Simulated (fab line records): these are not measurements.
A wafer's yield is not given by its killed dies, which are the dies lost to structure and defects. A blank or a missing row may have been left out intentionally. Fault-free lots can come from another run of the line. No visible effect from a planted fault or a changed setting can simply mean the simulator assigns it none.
fab line records	flow sky130
record lots=5	wafers=15	last-day=50
route steps=708 shown FIELD_ISO@13 NWELL@32 PAD_OPEN@708
lots untouched by any fault: they come from a run of this same line in which no faults occurred
start-h: hours from the record's first day to the start of the lot's first wafer shown	wait-h: how many hours have passed since the lot's step before this one	" unchanged from the row above	L1.1+2: one row covering several wafers at once	- no value, or no start given	* or withheld: withheld	< > ~ a bound
route shown NAME@n: NAME is a module with steps in the file, n the number in the route of the first one	usual: mean and standard deviation over wafers with no fault	same: alike in all rows	chamber/n: place in a boat	sites: the reading at each site	_std_site: how widely they spread, as a standard deviation	_edge_site: inner sites' mean taken away from outer sites' mean	radius-mm: how far each site lies from the wafer's centre	mask NAME#n: copy n	behind: the last tool/chamber to shape the wafer	hold: why the lot went on hold/how many hours it stayed there/how the hold came to an end	device: the n, p or np transistor that did not switch	end of line: tests of these same wafers at the route's end	step lacking rows: just its recipe	killed: not the wafer's yield, but the dies lost to structure and defects at the first sort	map: shows each die of a wafer: x if killed, . if not, _ if none is there
set.NAME: the setting the step ran with; set.NAME@STEP: the setting that earlier step ran with	model.NAME: the simulator's own value behind a step, which no gauge read
lots at selected steps of the route; one table per step, one row per wafer
services: from which hour (start-h, from the record's first day; less than 0 if before it) a tool's chamber was out of use, for how many hours, and why
## steps
# step SKY_FIELD_ISO_DEVELOP_12
# recipe develop-time-s=60	resist=KrF-thick	dev-temp-c=21
# step SKY_FIELD_ISO_CD_MEAS_13
# recipe target-cd-nm=150
# usual cd-nm=149.5/1.3
lot.wafer	tool	chamber	start-h	wait-h	cd-nm
L142.1	cd-sem-02	-	36.54	-	149.7
L142.3	"	-	"	"	148.9
L142.6	"	-	"	"	148.1
L144.2	cd-sem-02	-	38.60	-	152.2
L144.3	"	-	"	"	151.2
L144.6	"	-	"	"	152.4
L147.1	cd-sem-02	-	61.42	-	149.4
L147.4	"	-	"	"	148.1
L147.5	"	-	"	"	148.4
L148.1	cd-sem-01	-	65.33	-	148.6
L148.5	"	-	"	"	148.6
L148.6	"	-	"	"	149.5
L162.1	cd-sem-02	-	136.69	-	148.9
L162.2	"	-	"	"	149.8
L162.6	"	-	"	"	147.7
# step SKY_FIELD_ISO_ETCH_14
# recipe chemistry=N2/H2	target=BARC	ion-energy-ev=200	source-w=500	bias-w=100	pressure-mtorr=30	n2-flow-sccm=100	h2-flow-sccm=200	stop-on=SiO2	time-s=45.9	target-depth-a=600
# usual bias-w=99.97/0.29	drypump-motor-current-A=5.8/0.3	oes-product-au=0.855/0.0049	throttle-valve-pct=13.226/0.0092
lot.wafer	tool	chamber	start-h	wait-h	bias-w	drypump-motor-current-A	oes-product-au	rf-hours-counter-h	throttle-valve-pct
L142.1	rie-diel-01	1	36.66	0.1	100.29	5.4	0.857	1	13.212
L142.3	"	0	"	"	99.95	5.8	0.851	7	13.231
L142.6	"	0	"	"	99.86	5.7	0.849	-	13.239
L144.2	rie-diel-03	3	38.70	0.1	100.11	6.2	0.858	6	13.215
L144.3	"	0	"	"	100.41	5.2	0.863	79	13.226
L144.6	"	0	"	"	100.12	5.2	0.853	-	13.220
L147.1	rie-diel-02	0	61.54	0.1	99.60	5.5	0.856	50	13.235
L147.4	"	1	"	"	99.53	5.7	0.861	19	13.225
L147.5	"	1	"	"	99.81	5.7	0.853	-	13.233
L148.1	rie-diel-01	3	65.45	0.1	100.37	5.8	0.855	137	13.247
L148.5	"	0	"	"	100.08	5.7	0.851	-	13.226
L148.6	"	1	"	"	100.20	5.4	0.856	-	13.231
L162.1	rie-diel-01	1	136.81	0.1	100.12	5.4	0.843	3	13.221
L162.2	"	0	"	"	99.64	5.8	0.860	9	13.211
L162.6	"	3	"	"	100.30	5.8	0.852	-	13.213
# step SKY_FIELD_ISO_ETCH_15
# recipe chemistry=CHF3/O2	target-depth-nm=180	stop-on=Si	source-w=600	bias-w=200	pressure-mtorr=40	chf3-flow-sccm=50	O2_flow_sccm=5	time-s=72
# usual bias-w=200.0/0.68	drypump-motor-current-A=5.8/0.3	oes-product-au=0.948/0.0067	throttle-valve-pct=8.845/0.0091
lot.wafer	tool	chamber	start-h	wait-h	bias-w	drypump-motor-current-A	oes-product-au	rf-hours-counter-h	throttle-valve-pct
L142.1	rie-diel-01	1	36.71	0.0	199.5	5.4	0.947	1	8.828
L142.3	"	0	"	"	200.0	5.7	0.946	7	8.842
L142.6	"	0	"	"	199.9	5.7	0.942	-	8.846
L144.2	rie-diel-03	3	38.74	0.0	200.3	6.2	0.953	6	8.843
L144.3	"	0	"	"	200.2	5.2	0.952	79	8.843
L144.6	"	0	"	"	200.9	5.2	0.954	-	8.835
L147.1	rie-diel-02	0	61.58	0.0	199.9	5.5	0.944	50	8.837
L147.4	"	1	"	"	200.6	5.6	0.948	19	8.855
L147.5	"	1	"	"	199.8	5.6	0.938	-	8.835
L148.1	rie-diel-01	3	65.49	0.0	200.5	5.8	0.943	137	8.850
L148.5	"	0	"	"	199.8	5.7	0.943	-	8.829
L148.6	"	1	"	"	200.1	5.4	0.941	-	8.847
L162.1	rie-diel-01	1	136.85	0.0	199.3	5.4	0.954	3	8.854
L162.2	"	0	"	"	200.0	5.7	0.955	9	8.859
L162.6	"	3	"	"	199.0	5.8	0.948	-	8.854
# step SKY_FIELD_ISO_STRIP_16
# recipe chemistry=O2/N2	power-w=1400	pressure-mtorr=1500	platen-temp-c=withheld	o2-flow-sccm=3000	n2-flow-sccm=300	overash-fraction=0.5
# usual drypump-motor-current-A=5.58/0.25	oes-product-au=0.378/0.0051	strip-time-to-endpoint-s=3.557/0.029
lot.wafer	tool	chamber	start-h	wait-h	drypump-motor-current-A	oes-product-au	rf-hours-counter-h	strip-time-to-endpoint-s
L142.1	plasma-asher-03	1	36.76	0.0	5.22	0.377	24	3.560
L142.3	"	1	"	"	5.22	0.377	-	3.547
L142.6	"	1	"	"	5.24	0.381	-	3.563
L144.2	plasma-asher-03	1	38.80	0.0	5.20	0.386	24	3.555
L144.3	"	1	"	"	5.20	0.384	-	3.574
L144.6	"	0	"	"	5.37	0.380	-	3.608
L147.1	plasma-asher-01	1	61.64	0.0	5.81	0.379	38	3.608
L147.4	"	1	"	"	5.82	0.375	-	3.543
L147.5	"	1	"	"	5.83	0.377	-	3.575
L148.1	plasma-asher-01	0	65.55	0.0	5.33	0.380	38	3.594
L148.5	"	0	"	"	5.34	0.373	-	3.542
L148.6	"	1	"	"	5.83	0.386	-	3.566
L162.1	plasma-asher-01	1	136.91	0.0	5.82	0.381	46	3.590
L162.2	"	0	"	"	5.34	0.380	46	3.577
L162.6	"	0	"	"	5.33	0.376	-	3.549
# step SKY_FIELD_ISO_ETCH_17
# recipe target-depth-a=3420	mask-material=Si3N4	chemistry=HBr/Cl2/O2	target=Si	taper-deg=5	icp-w=600	bias-w=150	pressure-mtorr=15	HBr_flow_sccm=150	Cl2_flow_sccm=40	O2_flow_sccm=6	time-s=97.7
# usual HBr_flow_sccm=150.0/0.45	bias-w=150.0/0.47	drypump-motor-current-A=6.0/0.51	oes-product-au=1.007/0.0099	throttle-valve-pct=25.651/0.011
lot.wafer	tool	chamber	start-h	wait-h	HBr_flow_sccm	bias-w	drypump-motor-current-A	oes-product-au	rf-hours-counter-h	throttle-valve-pct
L142.1	rie-si-01	0	36.86	0.1	149.9	149.7	5.6	1.002	86	25.650
L142.3	"	2	"	"	150.1	150.0	6.8	1.003	2	25.668
L142.6	"	1	"	"	150.0	150.1	6.1	0.996	-	25.650
L144.2	rie-si-02	2	38.90	0.1	149.5	149.8	6.3	1.005	1	25.646
L144.3	"	2	"	"	149.6	150.4	6.3	1.004	-	25.658
L144.6	"	0	"	"	150.2	150.3	5.1	1.008	-	25.652
L147.1	rie-si-01	2	61.74	0.1	149.6	150.2	6.8	1.006	2	25.646
L147.4	"	1	"	"	150.0	150.5	6.1	1.003	97	25.647
L147.5	"	2	"	"	148.9	150.3	6.8	0.992	-	25.654
L148.1	rie-si-02	0	65.65	0.1	149.9	149.5	5.1	1.014	135	25.644
L148.5	"	3	"	"	150.4	149.7	6.2	0.998	-	25.668
L148.6	"	2	"	"	149.7	150.0	6.3	1.000	-	25.649
L162.1	rie-si-01	0	137.01	0.1	149.8	149.6	5.6	1.003	86	25.644
L162.2	"	3	"	"	150.8	149.7	5.6	1.021	101	25.640
L162.6	"	3	"	"	149.7	149.6	5.6	1.021	-	25.636
# step SKY_FIELD_ISO_WET_ETCH_18
# recipe chemistry=H3PO4	target-depth-nm=25	temp-c=160	target=Si3N4	time-s=286
# step SKY_FIELD_ISO_CLEAN_19
# recipe chemistry=SC1/SC2	mix=1:4:20	temp-c=70	time-s=150
# step SKY_FIELD_ISO_CLEAN_20
# recipe chemistry=dHF	time-s=20	dilution=100:1
# step SKY_FIELD_ISO_WET_ETCH_21
# recipe chemistry=dHF	dilution=100:1	target-depth-nm=20	dry=ipa-marangoni	target=SiO2	temp-c=25	time-s=400
# step SKY_FIELD_ISO_OXIDATION_22
# recipe temp-c=950	ambient=O2	stabilise-s=600	purge-s=300	target-thk-a=100	ox-time-s=623
# step SKY_FIELD_ISO_THK_MEAS_23
# recipe reads=SiO2_of_FIELD_ISO_OXIDATION_22
# usual FIELD_ISO_OXIDATION_01_THK=9.98/0.19
lot.wafer	tool	chamber	start-h	wait-h	FIELD_ISO_OXIDATION_01_THK[nm]
L142.1	film-metro-01	-	39.42	0.0	9.96
L142.3	"	-	"	"	9.99
L142.6	"	-	"	"	9.92
L144.2	film-metro-01	-	42.10	0.0	9.73
L144.3	"	-	"	"	9.76
L144.6	"	-	"	"	10.05
L147.1	film-metro-02	-	64.06	0.0	9.67
L147.4	"	-	"	"	9.80
L147.5	"	-	"	"	9.71
L148.1	film-metro-03	-	68.24	0.0	10.18
L148.5	"	-	"	"	10.27
L148.6	"	-	"	"	10.06
L162.1	film-metro-01	-	140.39	0.0	9.73
L162.2	"	-	"	"	9.68
L162.6	"	-	"	"	9.80
# step SKY_FIELD_ISO_CVD_24
# recipe material=SiO2	target-thk-nm=595	temp-c=650	sigma-open-frac=0.3	time-s=99.2	sih4-flow-sccm=60	pressure-mtorr=6
# usual pressure-mtorr=6.000/0.013
lot.wafer	tool	chamber	start-h	wait-h	pressure-mtorr	model.SiO2_of_FIELD_ISO_CVD_24.thk-nm
L142.1	hdpcvd-01	1	39.48	0.1	5.981	591.3
L142.3	"	2	"	"	5.988	590.8
L142.6	"	0	"	"	6.019	585.7
L144.2	hdpcvd-01	0	42.15	0.0	5.999	594.8
L144.3	"	2	"	"	6.008	602.9
L144.6	"	1	"	"	5.996	599.5
L147.1	hdpcvd-01	0	64.12	0.1	5.997	603.9
L147.4	"	0	"	"	6.002	591.8
L147.5	"	1	"	"	5.984	274.7
L148.1	hdpcvd-02	1	68.30	0.1	6.008	591.3
L148.5	"	2	"	"	5.992	606.5
L148.6	"	1	"	"	6.016	587.7
L162.1	hdpcvd-01	0	140.45	0.1	6.014	599.1
L162.2	"	2	"	"	5.989	592.6
L162.6	"	0	"	"	6.004	590.9
# step SKY_FIELD_ISO_THK_MEAS_25
# recipe reads=SiO2_of_FIELD_ISO_CVD_24
# usual FIELD_ISO_CVD_24_THK=593/7.1
lot.wafer	tool	chamber	start-h	wait-h	hold	FIELD_ISO_CVD_24_THK[nm]
L142.1	film-metro-02	-	39.55	0.0	-	592
L142.3	"	-	"	"	-	591
L142.6	"	-	"	"	-	586
L144.2	film-metro-02	-	42.23	0.0	-	595
L144.3	"	-	"	"	-	603
L144.6	"	-	"	"	-	599
L147.1	film-metro-03	-	64.19	0.0	await-dispo/0.2h/release	604
L147.4	"	-	"	"	await-dispo/0.2h/release	592
L147.5	"	-	"	"	await-dispo/0.2h/release	275
L147.1	film-metro-03	-	64.42	0.2	-	604
L147.4	"	-	"	"	-	591
L147.5	"	-	"	"	-	275
L148.1	film-metro-01	-	68.37	0.0	-	591
L148.5	"	-	"	"	-	607
L148.6	"	-	"	"	-	588
L162.1	film-metro-01	-	140.52	0.0	-	599
L162.2	"	-	"	"	-	592
L162.6	"	-	"	"	-	591
# step SKY_FIELD_ISO_CMP_27
# recipe stop-on=Si3N4	t-overpolish-s=16	down-force-psi=4	platen-rpm=60	target-thk-nm=457.8	pad-velocity-m-s=0.94248
# usual edge-zone-pressure-frac=1.000/0.0046	motor-current-A=11.7/1.2	platen-rpm=60.00/0.042	time-to-endpoint-s=110/4.9
lot.wafer	tool	chamber	start-h	wait-h	edge-zone-pressure-frac	motor-current-A	platen-rpm	time-to-endpoint-s
L142.1	cmp-01	2	43.07	0.0	0.995	10.6	59.96	114
L142.3	"	3	"	"	0.999	13.6	60.08	111
L142.6	"	3	"	"	0.995	13.2	59.96	111
L144.2	cmp-02	1	46.02	0.1	1.007	11.7	60.00	107
L144.3	"	3	"	"	1.001	11.2	59.99	104
L144.6	"	1	"	"	1.004	10.5	60.06	106
L147.1	cmp-02	1	70.06	0.0	0.999	11.3	60.03	110
L147.4	"	2	"	"	0.999	11.3	59.97	111
L147.5	"	2	"	"	0.999	11.9	59.98	48
L148.1	cmp-02	1	70.21	0.1	0.998	11.8	60.04	105
L148.6	"	2	"	"	1.000	12.0	60.03	101
L148.5	"	3	"	"	1.004	10.1	60.06	101
L162.2	cmp-01	3	142.18	0.1	0.994	14.4	60.00	112
L162.1	"	0	"	"	0.999	12.9	59.93	115
L162.6	"	1	"	"	0.998	10.9	60.03	106
# step SKY_FIELD_ISO_WET_ETCH_28
# recipe chemistry=dHF	target-depth-nm=23.7	target=SiO2	dilution=10:1	temp-c=25	time-s=47
# step SKY_FIELD_ISO_WET_ETCH_29
# recipe chemistry=H3PO4	target-depth-nm=160	target=Si3N4	temp-c=160	time-s=1825
# step SKY_FIELD_ISO_WET_ETCH_30
# recipe chemistry=dHF	target-depth-nm=25	target=SiO2	dilution=10:1	temp-c=25	time-s=50
# usual temp-c=24.96/0.12
lot.wafer	tool	chamber	start-h	wait-h	temp-c	model.SiO2_of_FIELD_ISO_CVD_24.thk-nm
L142.1	wet-bench-01	2	43.91	0.0	24.97	406.1
L142.3	"	2	"	"	25.07	406.8
L142.6	"	2	"	"	24.98	407.1
L144.2	wet-bench-02	2	46.85	0.0	25.15	403.4
L144.3	"	2	"	"	25.04	405.4
L144.6	"	2	"	"	25.02	403.8
L148.1	wet-bench-01	1	70.89	0.0	25.05	404.9
L148.5	"	1	"	"	24.93	402.8
L148.6	"	1	"	"	24.94	404.9
L147.1	wet-bench-03	3	71.41	0.0	24.94	405.3
L147.4	"	3	"	"	25.22	404.1
L147.5	"	3	"	"	25.09	222
L162.1	wet-bench-01	3	142.92	0.0	24.87	404.8
L162.2	"	3	"	"	24.93	404.8
L162.6	"	3	"	"	24.77	404.4
# step SKY_NWELL_CLEAN_00
# recipe chemistry=SC1/SC2	mix=1:4:20	temp-c=70	time-s=150	dry=n2-spin
# step SKY_PAD_OPEN_PROBE_99
# usual killed_at_M0_to_M3=44/6.9	killed_at_M4_up=3.3/2.1	killed-at-contacts=24/4.8	killed-at-front-end=15/4.4	killed-at-other=0.2/0.48	killed-dies=87/9.5	killed-on-rim=17/4	killed-open=48/6.5	killed-short=39/6.3
# same gross-dies=492	killed-at-back-side=0
lot.wafer	tool	chamber	start-h	wait-h	hold	killed_at_M0_to_M3	killed_at_M4_up	killed-at-contacts	killed-at-front-end	killed-at-other	killed-dies	killed-on-rim	killed-open	killed-short
L142.1	prober-02	-	1086.03	0.1	-	33	1	24	14	0	72	8	41	31
L142.3	prober-02	-	1086.13	0.2	-	42	2	26	11	0	81	15	46	35
L142.6	prober-02	-	1086.28	0.2	-	42	3	23	14	0	82	20	31	50
L144.2	prober-01	-	1089.45	0.1	-	40	5	36	8	0	89	16	47	42
L144.3	prober-01	-	1089.50	0.2	-	40	3	21	14	0	78	13	45	33
L144.6	prober-01	-	1089.65	0.2	-	49	2	27	13	0	91	15	47	44
L147.1	prober-02	-	1111.20	0.1	await-dispo/4.8h/release	50	7	21	22	0	100	15	49	51
L147.4	prober-02	-	1111.35	0.2	await-dispo/4.8h/release	44	4	11	17	0	76	20	34	42
L147.5	prober-02	-	1111.40	0.2	await-dispo/4.8h/release	31	3	19	439	0	492	96	44	34
L148.1	prober-01	-	1118.22	0.1	-	46	1	28	12	0	87	11	54	33
L148.5	prober-01	-	1118.42	0.2	-	34	5	25	16	0	80	11	53	26
L148.6	prober-01	-	1118.47	0.2	-	46	6	27	7	1	87	11	50	36
L162.1	prober-01	-	1189.06	0.1	-	40	8	23	20	0	91	17	49	42
L162.2	prober-01	-	1189.11	0.1	-	53	2	26	12	0	93	14	60	33
L162.6	prober-01	-	1189.31	0.2	-	35	2	32	18	0	87	12	53	33
# killed by level:class
L142.1 CONTACT:geometric-particle:open=12 VIA2:geometric-particle:open=6 METAL2:geometric-particle:short=6 VIA3:geometric-particle:open=6 CONTACT:geometric-particle:short=5 VIA1:geometric-particle:open=5 POLY_GATE:geometric-particle:short=4 LI_CONTACT:geometric-particle:open=3
L142.3 VIA2:geometric-particle:open=10 LOCAL_INTERCONNECT:geometric-particle:short=8 CONTACT:geometric-particle:open=8 VIA3:geometric-particle:open=8 VIA1:geometric-particle:open=6 LI_CONTACT:geometric-particle:open=5 VIA1:geometric-particle:short=5 FIELD_ISO:geometric-particle:open=4
L142.6 VIA1:geometric-particle:short=10 CONTACT:geometric-particle:open=8 FIELD_ISO:geometric-particle:short=7 LI_CONTACT:geometric-particle:open=5 LOCAL_INTERCONNECT:geometric-particle:short=5 VIA2:geometric-particle:open=5 VIA2:geometric-particle:short=5 METAL3:geometric-particle:short=5
L144.2 VIA1:geometric-particle:open=14 CONTACT:geometric-particle:open=11 LI_CONTACT:geometric-particle:open=8 CONTACT:geometric-particle:short=8 METAL1:geometric-particle:short=5 LI_CONTACT:geometric-particle:short=4 METAL2:geometric-particle:short=4 VIA3:geometric-particle:short=4
L144.3 VIA1:geometric-particle:open=8 CONTACT:geometric-particle:open=7 VIA3:geometric-particle:open=6 CONTACT:geometric-particle:short=6 POLY_GATE:geometric-particle:open=5 METAL1:geometric-particle:short=5 VIA2:geometric-particle:short=4 FIELD_ISO:geometric-particle:open=3
L144.6 LI_CONTACT:geometric-particle:open=9 METAL2:geometric-particle:short=9 VIA1:geometric-particle:open=8 CONTACT:geometric-particle:open=7 METAL1:geometric-particle:short=6 VIA2:geometric-particle:short=6 VIA1:geometric-particle:short=5 VIA3:geometric-particle:open=5
L147.1 VIA1:geometric-particle:open=11 METAL1:geometric-particle:short=10 FIELD_ISO:geometric-particle:short=7 FIELD_ISO:geometric-particle:open=6 LI_CONTACT:geometric-particle:open=6 LOCAL_INTERCONNECT:geometric-particle:short=6 VIA3:geometric-particle:open=6 POLY_GATE:geometric-particle:open=4
L147.4 METAL1:geometric-particle:short=9 VIA1:geometric-particle:open=8 METAL2:geometric-particle:short=7 FIELD_ISO:geometric-particle:open=5 POLY_GATE:geometric-particle:short=4 VIA1:geometric-particle:short=4 FIELD_ISO:geometric-particle:short=3 VIA2:geometric-particle:open=3
L147.5 FIELD_ISO:area-cvd=414 LI_CONTACT:geometric-particle:open=8 FIELD_ISO:geometric-particle:short=6 POLY_GATE:geometric-particle:open=6 VIA1:geometric-particle:open=6 METAL1:geometric-particle:short=6 VIA2:geometric-particle:open=5 CONTACT:geometric-particle:open=5
L148.1 METAL2:geometric-particle:short=10 VIA3:geometric-particle:open=10 LI_CONTACT:geometric-particle:open=10 CONTACT:geometric-particle:open=10 VIA1:geometric-particle:open=10 METAL1:geometric-particle:short=6 VIA2:geometric-particle:open=5 FIELD_ISO:geometric-particle:short=3
L148.5 CONTACT:geometric-particle:open=12 VIA3:geometric-particle:open=9 LI_CONTACT:geometric-particle:open=7 VIA1:geometric-particle:open=6 FIELD_ISO:geometric-particle:short=4 METAL1:geometric-particle:short=4 FIELD_ISO:geometric-particle:open=3 CONTACT:geometric-particle:short=3
L148.6 CONTACT:geometric-particle:open=12 VIA1:geometric-particle:open=9 VIA3:geometric-particle:open=8 VIA3:geometric-particle:short=7 VIA2:geometric-particle:open=7 LI_CONTACT:geometric-particle:open=6 CONTACT:geometric-particle:short=6 LOCAL_INTERCONNECT:geometric-particle:short=3
L162.1 VIA1:geometric-particle:open=12 CONTACT:geometric-particle:open=8 LI_CONTACT:geometric-particle:open=6 VIA2:geometric-particle:open=6 METAL4:geometric-particle:short=6 POLY_GATE:geometric-particle:short=5 VIA1:geometric-particle:short=5 FIELD_ISO:geometric-particle:open=4
L162.2 VIA1:geometric-particle:open=21 CONTACT:geometric-particle:open=9 VIA3:geometric-particle:open=7 LI_CONTACT:geometric-particle:open=6 CONTACT:geometric-particle:short=6 POLY_GATE:geometric-particle:open=5 VIA1:geometric-particle:short=5 VIA2:geometric-particle:open=5
L162.6 LI_CONTACT:geometric-particle:open=13 CONTACT:geometric-particle:open=9 VIA1:geometric-particle:open=8 POLY_GATE:geometric-particle:open=7 VIA1:geometric-particle:short=5 VIA2:geometric-particle:open=5 LOCAL_INTERCONNECT:geometric-particle:short=4 VIA3:geometric-particle:open=4
# map L147.5 (x killed, . not)
__________xxxxxxxxxx_________
________xxxxxxxxxxxxxx_______
______xxxxxxxxxxxxxxxxxx_____
_____xxxxxxxxxxxxxxxxxxxx____
____xxxxxxxxxxxxxxxxxxxxxx___
___xxxxxxxxxxxxxxxxxxxxxxxx__
__xxxxxxxxxxxxxxxxxxxxxxxxxx_
_xxxxxxxxxxxxxxxxxxxxxxxxxxxx
_xxxxxxxxxxxxxxxxxxxxxxxxxxxx
_xxxxxxxxxxxxxxxxxxxxxxxxxxxx
_xxxxxxxxxxxxxxxxxxxxxxxxxxxx
_xxxxxxxxxxxxxxxxxxxxxxxxxxxx
_xxxxxxxxxxxxxxxxxxxxxxxxxxxx
_xxxxxxxxxxxxxxxxxxxxxxxxxxxx
_xxxxxxxxxxxxxxxxxxxxxxxxxxxx
__xxxxxxxxxxxxxxxxxxxxxxxxxx_
___xxxxxxxxxxxxxxxxxxxxxxxx__
____xxxxxxxxxxxxxxxxxxxxxx___
_____xxxxxxxxxxxxxxxxxxxx____
______xxxxxxxxxxxxxxxxxx_____
________xxxxxxxxxxxxxx_______
__________xxxxxxxxxx_________
# map L142.6 (x killed, . not)
__________......x..._________
________x.........xx.._______
______..........x..x...._____
_____x.........x...x.....____
____...x.x..........x.....___
___....x...x.x.............__
__.x.....x.....x.........x.x_
_x.x...x.x.................x.
_..x........x.x........x....x
_......x..........x.x....x..x
_....x....xx..x........x.....
_.x.........xx...xx.........x
_...............x...x.x......
_...x.............x.......x..
_..................xx........
__xxx.x........x......xx...._
___...x......xx..xx........__
____.......x..x...........___
_____....x...x.x...x....x____
______x.x.......x..x...x_____
________..x.....x...x._______
__________.......x.._________
## services
tool	chamber	start-h	hours	kind
cmp-01	-	27.44	1.2	repair
rie-si-02	3	31.37	9.7	repair
cmp-01	-	34.75	5.6	repair
cmp-02	-	38.34	7.1	repair
hdpcvd-01	-	45.85	1.5	repair
rie-si-01	-	62.72	6.5	repair
cmp-01	-	64.53	4.0	pm
hdpcvd-01	-	66.75	15.0	pm
hdpcvd-01	0	66.75	15.0	vent-cycle
hdpcvd-01	1	66.75	15.0	vent-cycle
rie-si-02	-	69.39	1.8	repair
hdpcvd-02	1	75.23	10.1	repair
cmp-01	-	82.86	6.5	repair
rie-si-02	-	84.94	0.3	repair
hdpcvd-02	-	97.88	5.5	pm
cmp-01	-	106.22	4.2	pm
hdpcvd-01	-	111.10	6.0	pm
rie-si-01	1	113.63	8.3	repair
plasma-asher-03	-	116.08	3.6	repair
rie-si-01	-	117.60	10.7	repair
rie-si-02	1	123.06	5.8	repair
plasma-asher-03	-	135.07	4.3	repair
cmp-01	-	138.16	0.2	repair
hdpcvd-01	-	140.97	0.6	repair
## key
first-sign step=SKY_FIELD_ISO_THK_MEAS_25	reading=visit	direction=added
effect step=SKY_FIELD_ISO_THK_MEAS_25	reading=FIELD_ISO_CVD_24_THK	direction=down	sigmas=45	usual=593	struck=275
effect step=SKY_FIELD_ISO_CMP_27	reading=time-to-endpoint-s	direction=down	sigmas=13	usual=*	struck=*
effect step=SKY_PAD_OPEN_PROBE_99	reading=killed-at-front-end	direction=up	sigmas=96	usual=15	struck=439
model-effect step=SKY_FIELD_ISO_CVD_24	value=SiO2_of_FIELD_ISO_CVD_24.thk-nm	without=594.8	struck=274.7
model-effect step=SKY_FIELD_ISO_WET_ETCH_30	value=SiO2_of_FIELD_ISO_CVD_24.thk-nm	without=405.1	struck=222
more-kills-born-at SKY_FIELD_ISO_CVD_24@hdpcvd-01=414
met-at SKY_FIELD_ISO_CVD_24
struck-wafers L147.5
later-rows-left-out L147.5
tester-left-out L147
onset-between 42.15 64.12
fault kind=process-parameter-drift	tool=hdpcvd-01	chamber=-	onset-h=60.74	steps=SKY_FIELD_ISO_CVD_24	channel=target-thk-nm	offset=-320.01	shape=step	end-h=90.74	scope=struck-wafers-only	acts-in=these-recipes-only	stated=595
# tester-left-out: of these lots the tester's yield and bins aren't shown, on N5 and GAA mostly nor the transistor test; their killed dies are dies lost to structure and defects alone, not to doping, threshold or leakage, so they don't give the yield
# later-rows-left-out: the simulator's readings of these wafers behind a module that went badly wrong aren't trusted and aren't shown, but for the sort
